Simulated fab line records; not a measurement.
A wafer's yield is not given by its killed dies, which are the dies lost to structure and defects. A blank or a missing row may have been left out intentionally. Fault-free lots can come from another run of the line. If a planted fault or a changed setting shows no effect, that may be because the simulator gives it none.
Problem report in the 8D (eight disciplines) form, filled by code ; flow sky130 ; the parts of the form that need people (team, actions taken, sign-off) are left out

== 1. WHAT WENT WRONG ==
cdNm at SKY_POLY_CUT_CD_MEAS_08 reads a mean of 256.2 nm on 1 wafer of 1 lot; wafers without a fault read 270.3 nm with a standard deviation of 1.4. That puts it -10 standard deviations away from the usual mean.
The step: target cd 270 nm.
Seen first at day 30 23:37 on cdSem-02, wafer L707.3. At this step, 33 wafers from 11 lots have a number in the record. By rule, "out" or "out of limits" means more than 4 standard deviations away from the usual mean. Any other wafer with a number is counted as sound.

== 2. WHAT IT IS AND WHAT IT IS NOT ==
question;is;is not
which readings at this step;cdNm;-
which lots;L707;L687, L690, L691, L692, L695, L696, L697, L699, L705, L706
which wafers of those lots;L707.3;L707.1, L707.6
read on which gauges;cdSem-02;cdSem-01
when;from day 30 23:37;up to then (32 sound wafers)

== 3. SUSPECTS, AND WHAT RULES EACH OUT ==
Counting: if a tool at a process step up to the reading ran every lot that is out, it stays a suspect. Sound lots after the first of them don't rule it out here, since some wafers of a struck lot are sound.
- the gauge at SKY_POLY_CUT_CD_MEAS_08: kept. All the wafers that are out were read on cdSem-02, and no step on other tools shows them out.
- plasmaAsher-04 at SKY_VT_ADJUST_LVTN_STRIP_09 (strips in O2/N2): kept. It processed L707, the lot that is out, at day 12 08:20, and its most recent sound lot before then was L705 at day 11 23:59.
- plasmaAsher-03 at SKY_GATE_OXIDE_STRIP_13 (strips in O2/N2): kept. It processed L707, the lot that is out, at day 20 16:25, and its most recent sound lot before then was L706 at day 20 13:48.
- krfScanner-01 at SKY_POLY_CUT_EXPOSE_05 (exposes mask NPCM, target cd 270 nm): kept. It processed L707, the lot that is out, at day 30 09:53, and its most recent sound lot before then was L699 at day 28 03:18.
- The sound lot-mates ran in chamber 0 of plasmaAsher-03 at SKY_GATE_OXIDE_STRIP_13, but the wafers that are out ran in chamber 1.
Left after counting: plasmaAsher-04 at SKY_VT_ADJUST_LVTN_STRIP_09, plasmaAsher-03 at SKY_GATE_OXIDE_STRIP_13, krfScanner-01 at SKY_POLY_CUT_EXPOSE_05, cdSem-02 at SKY_POLY_CUT_CD_MEAS_08.

== 4. THE CAUSE (what the simulator had put in) ==
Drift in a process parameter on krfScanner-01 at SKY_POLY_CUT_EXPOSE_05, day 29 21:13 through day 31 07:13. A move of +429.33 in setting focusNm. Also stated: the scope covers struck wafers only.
Counting left 4 suspects, and this tool is among them.

== 5. THE CHAIN OF EFFECTS, in route order ==
One row per reading whose mean, taken over the struck wafers that have a number, lies over 3 standard deviations from the usual. Scope: only readings with a usual standard deviation given in the record; hours: median across lots of the time from each lot's start at the first step in this table that gives one to its start at this step; sigmas: change in usual standard deviations.
hours;step;reading;usual;on struck wafers;change;sigmas
0;SKY_POLY_CUT_CD_MEAS_08;cdNm;270.3 nm;256.2;-14.1;-10

== 6. HOW IT WOULD HAVE BEEN CAUGHT EARLIER ==
26 hours passed between the start of the fault at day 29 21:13 and the first reading out of limits at a measuring or inspecting step in this record, taken at day 30 23:37.
No tool reading at SKY_POLY_CUT_EXPOSE_05 that has a usual standard deviation in the record was out on any struck wafer, so an alarm limit of 4 standard deviations on those readings would not have fired.
By day 30 23:37 the whole set of lots that are out, 1 in number, had already begun SKY_POLY_CUT_EXPOSE_05 on krfScanner-01. None of them would have been spared by holding the tool at that moment.
